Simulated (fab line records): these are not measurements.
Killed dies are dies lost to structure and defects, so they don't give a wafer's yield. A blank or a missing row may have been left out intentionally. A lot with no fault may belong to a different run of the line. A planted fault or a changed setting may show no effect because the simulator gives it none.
fab line records	flow gf180mcu
[record] lots = 13	wafers = 39	lastDay = 34
route steps=602 shown SALICIDE@281 M3@424 V3@434 M4@460
lots that met no fault: from a run of the same line without faults
startH: hours from the record's first day to the start of the lot's first wafer shown	waitH: time in hours since the lot's previous step	" as in the row above	L1.1+2: a row that stands for several wafers	- no value, or no start given	* or withheld: withheld	< > ~ a bound
route shown NAME@n: NAME is a module with steps in the file, n the number in the route of the first one	usual: mean/standard deviation of fault-free wafers	same: alike in all rows	chamber/n: place in a boat	sites: per-site readings	_std_site: how widely they spread, as a standard deviation	_edge_site: outer sites' mean less inner sites'	radiusMm: how far each site lies from the wafer's centre	mask NAME#n: copy n	behind: the last tool/chamber to shape the wafer	hold: the reason the lot was held/the length of the hold in hours/how it ended	device: the n, p or np transistor that did not switch	end of line: at the end of the route, the tests of the same wafers	step lacking rows: just its recipe	killed: at the first sort, the dies lost to defects and structure; wafer yield is something else	map: per-die view of a wafer (x killed, . not killed, _ where there is no die)
set.NAME: the setting the step ran with; set.NAME@STEP: the setting that earlier step ran with	model.NAME: the simulator's own value behind a step, which no gauge read
a sample of lots followed through the steps of the route, with each step as a table and each wafer as a row
services: a tool's chamber out of use, with start hour (startH, from the record's first day; less than 0 if before it), hours out, and reason
[[steps]]
[step GF_SALICIDE_SPUTTER_03]
[recipe] material = TiN	targetThkNm = 20	powerW = 6500	timeS = 16.7	chamberPressurePa = 0.4
[usual] throttleValvePct = 29.9/0.72
lot.wafer	tool	chamber	startH	waitH	throttleValvePct
L522.3	pvdSputter-04	-	340.11	0.0	30.2
L522.5	"	-	"	"	29.7
L522.6	"	-	"	"	30.0
L524.3	pvdSputter-04	-	363.62	0.0	29.9
L524.4	"	-	"	"	29.8
L524.5	"	-	"	"	30.0
L525.2	pvdSputter-03	-	372.49	0.0	30.1
L525.3	"	-	"	"	31.7
L525.6	"	-	"	"	31.4
L526.2	pvdSputter-04	-	379.05	0.0	29.6
L526.5	"	-	"	"	29.6
L526.6	"	-	"	"	29.8
L534.2	pvdSputter-04	-	448.97	0.0	30.1
L534.4	"	-	"	"	29.8
L534.5	"	-	"	"	29.6
L535.1	pvdSputter-02	-	457.91	0.0	30.9
L535.2	"	-	"	"	28.3
L535.3	"	-	"	"	29.0
L536.1	pvdSputter-04	-	470.60	0.0	29.7
L536.3	"	-	"	"	30.0
L536.5	"	-	"	"	29.8
L537.2	pvdSputter-02	-	478.77	0.0	31.0
L537.5	"	-	"	"	28.6
L537.6	"	-	"	"	30.8
L538.1	pvdSputter-02	-	485.11	0.0	31.0
L538.4	"	-	"	"	29.6
L538.6	"	-	"	"	29.1
L539.1	pvdSputter-02	-	492.73	0.0	29.1
L539.2	"	-	"	"	29.8
L539.4	"	-	"	"	29.0
L541.2	pvdSputter-04	-	507.17	0.0	30.3
L541.5	"	-	"	"	29.5
L541.6	"	-	"	"	30.4
L542.2	pvdSputter-04	-	517.77	0.0	30.2
L542.4	"	-	"	"	29.4
L542.5	"	-	"	"	30.1
L544.1	pvdSputter-02	-	532.61	0.0	30.1
L544.2	"	-	"	"	28.4
L544.3	"	-	"	"	29.1
[step GF_SALICIDE_RS_MEAS_04]
[recipe] thkMeasGauge = four-point-probe	reads = TiN_of_SALICIDE_SPUTTER_03+Co_of_SALICIDE_SPUTTER_02
[usual] SALICIDE_TIN_RS = 16.35/0.29
lot.wafer	tool	chamber	startH	waitH	SALICIDE_TIN_RS[ohm/sq]
L522.3	filmMetro-01	-	340.18	0.1	15.88
L522.5	"	-	"	"	16.48
L522.6	"	-	"	"	16.63
L524.3	filmMetro-01	-	363.69	0.1	16.67
L524.4	"	-	"	"	16.55
L524.5	"	-	"	"	14.35
L525.2	filmMetro-02	-	372.53	0.0	16.81
L525.3	"	-	"	"	16.44
L525.6	"	-	"	"	16.44
L526.2	filmMetro-01	-	379.10	0.0	16.45
L526.5	"	-	"	"	14.33
L526.6	"	-	"	"	14.61
L534.2	filmMetro-02	-	449.02	0.0	15.93
L534.4	"	-	"	"	16.70
L534.5	"	-	"	"	17.03
L535.1	filmMetro-03	-	457.94	0.0	16.75
L535.2	"	-	"	"	16.76
L535.3	"	-	"	"	16.77
L536.1	filmMetro-03	-	470.63	0.0	16.26
L536.3	"	-	"	"	15.97
L536.5	"	-	"	"	16.21
L537.2	filmMetro-01	-	478.82	0.0	16.58
L537.5	"	-	"	"	16.38
L537.6	"	-	"	"	16.66
L538.1	filmMetro-02	-	485.14	0.0	16.70
L538.4	"	-	"	"	16.49
L538.6	"	-	"	"	16.43
L539.1	filmMetro-02	-	492.76	0.0	16.60
L539.2	"	-	"	"	16.53
L539.4	"	-	"	"	16.59
L541.2	filmMetro-03	-	507.21	0.0	15.67
L541.5	"	-	"	"	16.47
L541.6	"	-	"	"	15.79
L542.2	filmMetro-02	-	517.81	0.0	15.81
L542.4	"	-	"	"	16.61
L542.5	"	-	"	"	16.25
L544.1	filmMetro-03	-	532.63	0.0	16.05
L544.2	"	-	"	"	16.15
L544.3	"	-	"	"	16.06
[step GF_SALICIDE_THK_MEAS_05]
[recipe] thkMeasGauge = xrf	reads = TiN_of_SALICIDE_SPUTTER_03
[usual] SALICIDE_TIN_THK = 20.07/0.25
lot.wafer	tool	chamber	startH	waitH	SALICIDE_TIN_THK[nm]
L522.3	filmMetro-01	-	340.28	0.1	20.59
L522.5	"	-	"	"	20.10
L522.6	"	-	"	"	20.02
L524.3	filmMetro-01	-	363.79	0.1	20.15
L524.4	"	-	"	"	20.34
L524.5	"	-	"	"	27.10
L525.2	filmMetro-02	-	372.64	0.1	19.99
L525.3	"	-	"	"	20.08
L525.6	"	-	"	"	20.08
L526.2	filmMetro-01	-	379.21	0.1	20.14
L526.5	"	-	"	"	27.01
L526.6	"	-	"	"	26.92
L534.2	filmMetro-02	-	449.13	0.1	20.56
L534.4	"	-	"	"	20.10
L534.5	"	-	"	"	20.09
L535.1	filmMetro-03	-	458.06	0.1	20.14
L535.2	"	-	"	"	20.31
L535.3	"	-	"	"	20.14
L536.1	filmMetro-03	-	470.75	0.1	19.59
L536.3	"	-	"	"	19.45
L536.5	"	-	"	"	19.66
L537.2	filmMetro-01	-	478.93	0.1	20.36
L537.5	"	-	"	"	20.28
L537.6	"	-	"	"	20.31
L538.1	filmMetro-02	-	485.26	0.1	20.15
L538.4	"	-	"	"	20.01
L538.6	"	-	"	"	19.92
L539.1	filmMetro-02	-	492.88	0.1	20.05
L539.2	"	-	"	"	20.02
L539.4	"	-	"	"	20.23
L541.2	filmMetro-03	-	507.32	0.1	20.19
L541.5	"	-	"	"	20.14
L541.6	"	-	"	"	20.26
L542.2	filmMetro-02	-	517.92	0.1	20.09
L542.4	"	-	"	"	19.74
L542.5	"	-	"	"	19.48
L544.1	filmMetro-03	-	532.75	0.1	19.69
L544.2	"	-	"	"	19.98
L544.3	"	-	"	"	19.81
[step GF_M3_OVL_MEAS_15]
[usual] M3_OVL = 0/5.3
lot.wafer	tool	chamber	startH	waitH	M3_OVL[nm]
L522.3	overlay-01	-	490.13	0.1	-4
L522.5	"	-	"	"	-2
L522.6	"	-	"	"	-6
L524.3	overlay-02	-	515.34	0.1	3
L524.4	"	-	"	"	3
L524.5	"	-	"	"	-8
L525.2	overlay-02	-	525.73	0.1	4
L525.3	"	-	"	"	3
L525.6	"	-	"	"	2
L526.2	overlay-01	-	531.27	0.1	6
L526.5	"	-	"	"	4
L526.6	"	-	"	"	2
L534.2	overlay-01	-	598.48	0.1	6
L534.4	"	-	"	"	-5
L534.5	"	-	"	"	-8
L535.1	overlay-01	-	603.82	0.1	-3
L535.2	"	-	"	"	2
L535.3	"	-	"	"	-2
L536.1	overlay-02	-	614.12	0.1	5
L536.3	"	-	"	"	2
L536.5	"	-	"	"	1
L537.2	overlay-02	-	622.45	0.1	1
L537.5	"	-	"	"	-1
L537.6	"	-	"	"	1
L538.1	overlay-01	-	629.63	0.1	-1
L538.4	"	-	"	"	6
L538.6	"	-	"	"	-5
L539.1	overlay-02	-	633.87	0.1	0
L539.2	"	-	"	"	2
L539.4	"	-	"	"	-1
L541.2	overlay-02	-	645.20	0.1	-15
L541.5	"	-	"	"	-5
L541.6	"	-	"	"	-9
L542.2	overlay-02	-	653.77	0.1	6
L542.4	"	-	"	"	9
L542.5	"	-	"	"	2
L544.1	overlay-02	-	668.68	0.1	-5
L544.2	"	-	"	"	-2
L544.3	"	-	"	"	-2
[step GF_V3_BOW_MEAS_05]
[recipe] mode = bow
[usual] V3_BOW = 120/8.6
lot.wafer	tool	chamber	startH	waitH	V3_BOW[um]
L522.3	filmMetro-02	-	491.45	0.3	127
L522.5	"	-	"	"	120
L522.6	"	-	"	"	117
L524.3	filmMetro-02	-	516.63	0.2	141
L524.4	"	-	"	"	111
L524.5	"	-	"	"	128
L525.2	filmMetro-02	-	527.01	0.1	121
L525.3	"	-	"	"	123
L525.6	"	-	"	"	117
L526.2	filmMetro-01	-	532.59	0.2	123
L526.5	"	-	"	"	132
L526.6	"	-	"	"	129
L534.2	filmMetro-01	-	599.79	0.1	127
L534.4	"	-	"	"	126
L534.5	"	-	"	"	125
L535.1	filmMetro-02	-	605.08	0.2	124
L535.2	"	-	"	"	126
L535.3	"	-	"	"	117
L536.1	filmMetro-01	-	615.54	0.2	126
L536.3	"	-	"	"	123
L536.5	"	-	"	"	110
L537.2	filmMetro-01	-	624.20	0.2	124
L537.5	"	-	"	"	118
L537.6	"	-	"	"	117
L538.1	filmMetro-02	-	630.90	0.1	121
L538.4	"	-	"	"	126
L538.6	"	-	"	"	129
L539.1	filmMetro-01	-	635.25	0.1	124
L539.2	"	-	"	"	119
L539.4	"	-	"	"	114
L541.2	filmMetro-02	-	646.56	0.3	111
L541.5	"	-	"	"	106
L541.6	"	-	"	"	102
L542.2	filmMetro-04	-	655.45	0.1	120
L542.4	"	-	"	"	106
L542.5	"	-	"	"	118
L544.1	filmMetro-02	-	670.08	0.1	123
L544.2	"	-	"	"	114
L544.3	"	-	"	"	124
[step GF_M4_SPUTTER_04]
[recipe] material = TiN	targetThkNm = 50	powerW = 6500	timeS = 41.7	chamberPressurePa = 0.4
[usual] throttleValvePct = 29.8/0.81
lot.wafer	tool	chamber	startH	waitH	throttleValvePct
L522.3	pvdSputter-03	-	517.25	0.0	30.3
L522.5	"	-	"	"	30.2
L522.6	"	-	"	"	31.5
L524.3	pvdSputter-03	-	540.98	0.0	30.5
L524.4	"	-	"	"	31.5
L524.5	"	-	"	"	28.8
L525.2	pvdSputter-03	-	551.40	0.0	29.9
L525.3	"	-	"	"	29.1
L525.6	"	-	"	"	29.7
L526.2	pvdSputter-02	-	556.57	0.0	31.0
L526.5	"	-	"	"	29.1
L526.6	"	-	"	"	29.7
L534.2	pvdSputter-04	-	622.38	0.0	30.1
L534.4	"	-	"	"	30.0
L534.5	"	-	"	"	30.3
L535.1	pvdSputter-03	-	627.24	0.0	30.0
L535.2	"	-	"	"	30.6
L535.3	"	-	"	"	28.8
L536.1	pvdSputter-04	-	637.56	0.0	29.7
L536.3	"	-	"	"	30.2
L536.5	"	-	"	"	30.2
L537.2	pvdSputter-03	-	645.82	0.0	28.8
L537.5	"	-	"	"	28.7
L537.6	"	-	"	"	31.3
L538.1	pvdSputter-02	-	652.43	0.0	29.1
L538.4	"	-	"	"	28.8
L538.6	"	-	"	"	29.1
L539.1	pvdSputter-04	-	656.72	0.0	30.3
L539.2	"	-	"	"	30.2
L539.4	"	-	"	"	30.1
L541.2	pvdSputter-04	-	669.61	0.0	29.7
L541.5	"	-	"	"	30.1
L541.6	"	-	"	"	30.4
L542.2	pvdSputter-04	-	675.91	0.0	30.2
L542.4	"	-	"	"	30.0
L542.5	"	-	"	"	30.3
L544.1	pvdSputter-02	-	690.77	0.0	28.9
L544.2	"	-	"	"	28.5
L544.3	"	-	"	"	30.0
[[services]]
tool	chamber	startH	hours	kind
pvdSputter-02	-	400.46	2.4	repair
pvdSputter-04	-	405.55	16.4	repair
pvdSputter-03	-	459.16	3.8	repair
pvdSputter-02	-	490.01	0.5	repair
pvdSputter-03	-	495.60	1.7	repair
pvdSputter-04	0	520.51	-	consumableReplace:kit
pvdSputter-04	0	520.51	18.0	scheduledDown
pvdSputter-04	0	520.51	18.0	ventCycle
pvdSputter-03	1	541.02	-	consumableReplace:kit
pvdSputter-03	1	541.02	18.0	scheduledDown
pvdSputter-03	1	541.02	18.0	ventCycle
pvdSputter-02	2	597.77	-	consumableReplace:kit
pvdSputter-02	2	597.77	18.0	scheduledDown
pvdSputter-02	2	597.77	18.0	ventCycle
pvdSputter-02	-	600.21	3.1	repair
pvdSputter-04	3	675.95	-	consumableReplace:kit
pvdSputter-04	3	675.95	18.0	scheduledDown
pvdSputter-04	3	675.95	18.0	ventCycle
pvdSputter-03	0	678.63	-	consumableReplace:kit
pvdSputter-03	0	678.63	18.0	scheduledDown
pvdSputter-03	0	678.63	18.0	ventCycle
pvdSputter-02	-	678.66	1.8	repair
[[key]]
[firstSign] step = GF_SALICIDE_RS_MEAS_04	reading = SALICIDE_TIN_RS	direction = down	sigmas = 6.6	usual = 16.35	struck = 14.43
[effect] step = GF_SALICIDE_THK_MEAS_05	reading = SALICIDE_TIN_THK	direction = up	sigmas = 27	usual = 20.07	struck = 27.01
metAt GF_SALICIDE_SPUTTER_03
struckLots L524,L526
struckWafers L524.5,L526.5,L526.6
testerLeftOut L524,L526
notActingAt GF_M3_OVL_MEAS_15,GF_V3_BOW_MEAS_05,GF_M4_SPUTTER_04
onsetBetween 340.11 363.62
[fault] kind = processParameterDrift	tool = pvdSputter-04	chamber = -	onsetH = 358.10	steps = GF_SALICIDE_SPUTTER_03	channel = targetThkNm	offset = 6.6875	shape = step	endH = 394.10	scope = struckWafersOnly	actsIn = theseRecipesOnly	stated = 20
// testerLeftOut: of these lots the tester's yield and bins aren't shown, on N5 and GAA mostly nor the transistor test; their killed dies are dies lost to structure and defects alone, not to doping, threshold or leakage, so they don't give the yield
